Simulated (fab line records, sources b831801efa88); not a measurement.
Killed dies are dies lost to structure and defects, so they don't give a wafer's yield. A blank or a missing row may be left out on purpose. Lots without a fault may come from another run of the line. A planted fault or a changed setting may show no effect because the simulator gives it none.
Which tool did it? | flow gf180mcu | 13 lots, 38 wafers sampled, at 5 steps of a route of 602

WHAT THE GAUGES READ, wafer by wafer
GF_HV_LDD_TW_MEAS_50. Usual: HV_LDD_4_TW 570, standard deviation 5.9.
lot  | measured     | on            | HV_LDD_4_TW | flag
L864 | day 12 10:16 | film_metro-04 | 559 562 560 |
L865 | day 12 12:49 | film_metro-02 | 564 565 566 |
L866 | day 12 21:01 | film_metro-04 | 564 557 558 |
L867 | day 13 07:23 | film_metro-01 | 572 577 577 |
L869 | day 13 20:43 | film_metro-04 | 564 562 560 |
L871 | day 14 13:52 | film_metro-01 | 573 573 572 |
L872 | day 15 02:04 | film_metro-01 | 579 578 580 |
L874 | day 15 16:04 | film_metro-02 | 566 568 566 |
L875 | day 16 07:58 | film_metro-04 | 565 565 569 |
L877 | day 17 04:28 | film_metro-02 | 567 569 566 |
L878 | day 17 04:46 | film_metro-01 | 577 575 576 |
L879 | day 17 09:07 | film_metro-01 | 580 578 577 |
L881 | day 18 03:02 | film_metro-04 | 567 565     |

GF_HV_LDD_RS_MEAS_53: measures by four-point-probe. Usual: HV_LDD_RS 418.5 ohm/sq, standard deviation 1.
lot  | measured     | on            | HV_LDD_RS (ohm/sq) | flag
L864 | day 12 10:27 | film_metro-01 | 419.0 418.0 418.5  |
L865 | day 12 13:00 | film_metro-04 | 418.6 417.7 418.4  |
L866 | day 12 21:11 | film_metro-01 | 419.3 417.7 417.9  |
L867 | day 13 07:34 | film_metro-01 | 416.4 417.8 417.6  |
L869 | day 13 20:54 | film_metro-02 | 417.7 417.8 418.7  |
L871 | day 14 14:03 | film_metro-04 | 418.8 418.8 418.1  |
L872 | day 15 02:15 | film_metro-02 | 419.8 420.1 419.7  |
L874 | day 15 16:14 | film_metro-01 | 418.3 418.3 420.3  |
L875 | day 16 08:08 | film_metro-04 | 417.0 417.7 418.0  |
L877 | day 17 04:38 | film_metro-02 | 419.5 417.3 420.0  |
L878 | day 17 04:56 | film_metro-02 | 418.7 419.1 418.4  |
L879 | day 17 09:17 | film_metro-04 | 416.4 417.5 418.8  |
L881 | day 18 03:18 | film_metro-01 | 418.5 418.2        |

WHICH TOOL RAN EACH LOT (tool, then ch and the chambers of the sampled wafers, then the start)
lot  | GF_HV_LDD_STRIP_37                   | GF_HV_LDD_COAT_41                 | GF_HV_LDD_STRIP_49
L864 | plasma_asher-04 ch 0,1, day 11 14:25 | litho_track-01 ch 0, day 11 23:55 | plasma_asher-03 ch 0,1, day 12 10:10
L865 | plasma_asher-03 ch 0,1, day 11 17:04 | litho_track-02 ch 0, day 12 02:58 | plasma_asher-04 ch 0,1, day 12 12:43
L866 | plasma_asher-03 ch 0,1, day 12 01:51 | litho_track-01 ch 0, day 12 11:14 | plasma_asher-03 ch 0,1, day 12 20:55
L867 | plasma_asher-04 ch 0,1, day 12 11:03 | litho_track-01 ch 0, day 12 20:01 | plasma_asher-04 ch 0,1, day 13 07:16
L869 | plasma_asher-01 ch 0,1, day 13 01:10 | litho_track-02 ch 0, day 13 10:47 | plasma_asher-03 ch 0,1, day 13 20:37
L871 | plasma_asher-04 ch 0,1, day 13 16:35 | litho_track-01 ch 0, day 14 03:10 | plasma_asher-01 ch 0,1, day 14 13:45
L872 | plasma_asher-01 ch 0,1, day 14 05:12 | litho_track-01 ch 0, day 14 14:43 | plasma_asher-01 ch 0,1, day 15 01:58
L874 | plasma_asher-03 ch 0,1, day 14 17:40 | litho_track-02 ch 0, day 15 04:46 | plasma_asher-04 ch 0,1, day 15 15:58
L875 | plasma_asher-04 ch 0,1, day 15 09:16 | litho_track-01 ch 0, day 15 20:23 | plasma_asher-04 ch 0,1, day 16 07:52
L877 | plasma_asher-03 ch 0,1, day 16 05:15 | litho_track-04 ch 0, day 16 16:15 | plasma_asher-03 ch 0,1, day 17 04:22
L878 | plasma_asher-04 ch 0,1, day 16 05:37 | litho_track-01 ch 0, day 16 16:26 | plasma_asher-01 ch 0,1, day 17 04:40
L879 | plasma_asher-01 ch 0,1, day 16 10:10 | litho_track-04 ch 0, day 16 21:24 | plasma_asher-03 ch 0, day 17 09:01
L881 | plasma_asher-04 ch 0,1, day 17 03:20 | litho_track-01 ch 0, day 17 14:11 | plasma_asher-03 ch 0,1, day 18 02:57
- GF_HV_LDD_STRIP_37: strips in O2/N2.
- GF_HV_LDD_COAT_41: resist thk 1000 nm.
- GF_HV_LDD_STRIP_49: strips in O2/N2.

WHAT THE TOOLS THEMSELVES READ (means of the sampled wafers that have a number; where no wafer has one, the mark that the record gives instead)
GF_HV_LDD_STRIP_37. Usual: drypump_motor_current_A 6.12 A, standard deviation 0.12; heater_power_w 313 W, standard deviation 38; oes_product_au 0.716 a.u., standard deviation 0.0048; strip_time_to_endpoint_s 12.62 s, standard deviation 0.033.
lot  | tool            | drypump_motor_current_A (A) | heater_power_w (W) | oes_product_au (a.u.) | strip_time_to_endpoint_s (s) | flag
L864 | plasma_asher-04 | 6.05                        | 281                | 0.717                 | 12.62                        |
L865 | plasma_asher-03 | 6.11                        | 347                | 0.716                 | 12.62                        |
L866 | plasma_asher-03 | 6.12                        | 349                | 0.722                 | 12.58                        |
L867 | plasma_asher-04 | 6.10                        | 274                | 0.715                 | 12.68                        |
L869 | plasma_asher-01 | 6.21                        | 318                | 0.713                 | 12.65                        |
L871 | plasma_asher-04 | 6.03                        | 278                | 0.717                 | 12.60                        |
L872 | plasma_asher-01 | 6.20                        | 313                | 0.716                 | 12.60                        |
L874 | plasma_asher-03 | 6.13                        | 357                | 0.720                 | 12.61                        |
L875 | plasma_asher-04 | 6.12                        | 267                | 0.715                 | 12.65                        |
L877 | plasma_asher-03 | 6.11                        | 355                | 0.712                 | 12.60                        |
L878 | plasma_asher-04 | 6.02                        | 281                | 0.717                 | 12.62                        |
L879 | plasma_asher-01 | 6.21                        | 316                | 0.717                 | 12.57                        |
L881 | plasma_asher-04 | 6.07                        | 276                | 0.716                 | 12.57                        |

GF_HV_LDD_COAT_41. Usual: resist_line_temp_C 22.98 C, standard deviation 0.1.
lot  | tool           | resist_line_temp_C (C) | flag
L864 | litho_track-01 | 22.91                  |
L865 | litho_track-02 | 22.83                  |
L866 | litho_track-01 | 22.89                  |
L867 | litho_track-01 | 23.02                  |
L869 | litho_track-02 | 22.90                  |
L871 | litho_track-01 | 22.98                  |
L872 | litho_track-01 | 22.96                  |
L874 | litho_track-02 | 22.96                  |
L875 | litho_track-01 | 22.97                  |
L877 | litho_track-04 | 22.91                  |
L878 | litho_track-01 | 23.04                  |
L879 | litho_track-04 | 22.99                  |
L881 | litho_track-01 | 23.12                  |

GF_HV_LDD_STRIP_49. Usual: drypump_motor_current_A 6.15 A, standard deviation 0.17; heater_power_w 314 W, standard deviation 34; oes_product_au 0.716 a.u., standard deviation 0.0045; strip_time_to_endpoint_s 12.61 s, standard deviation 0.041.
lot  | tool            | drypump_motor_current_A (A) | heater_power_w (W) | oes_product_au (a.u.) | strip_time_to_endpoint_s (s) | flag
L864 | plasma_asher-03 | 6.13                        | 355                | 0.714                 | 12.57                        |
L865 | plasma_asher-04 | 6.11                        | 276                | 0.714                 | 12.60                        |
L866 | plasma_asher-03 | 6.13                        | 354                | 0.717                 | 12.68                        |
L867 | plasma_asher-04 | 6.06                        | 280                | 0.714                 | 12.65                        |
L869 | plasma_asher-03 | 6.12                        | 346                | 0.715                 | 12.65                        |
L871 | plasma_asher-01 | 6.36                        | 321                | 0.717                 | 12.64                        |
L872 | plasma_asher-01 | 6.36                        | 320                | 0.717                 | 12.59                        |
L874 | plasma_asher-04 | 6.11                        | 278                | 0.719                 | 12.63                        |
L875 | plasma_asher-04 | 6.12                        | 271                | 0.721                 | 12.63                        |
L877 | plasma_asher-03 | 6.13                        | 348                | 0.716                 | 12.64                        |
L878 | plasma_asher-01 | 6.18                        | 308                | 0.716                 | 12.61                        |
L879 | plasma_asher-03 | 6.10                        | 365                | 0.715                 | 12.57                        |
L881 | plasma_asher-03 | 6.16                        | 355                | 0.712                 | 12.66                        |

THE ANSWER, worked out from the rows above alone
Rule: a lot is off if the mean of its wafers that have a number lies more than 3 standard deviations from the usual mean. A lot without any number at a reading at which 4 lots or more have one is off too. The other lots that the step has rows for count as sound. The gauges are gone through in route order, then the tools' own readings, and for those a lot's mean is taken as printed above. The first step at which some lot is off is used, and at that step the reading that is off furthest; a lot without a number counts as furthest.
No lot is off at any reading shown: from this, nothing can be told.

WHAT THE SIMULATOR HAD PUT IN
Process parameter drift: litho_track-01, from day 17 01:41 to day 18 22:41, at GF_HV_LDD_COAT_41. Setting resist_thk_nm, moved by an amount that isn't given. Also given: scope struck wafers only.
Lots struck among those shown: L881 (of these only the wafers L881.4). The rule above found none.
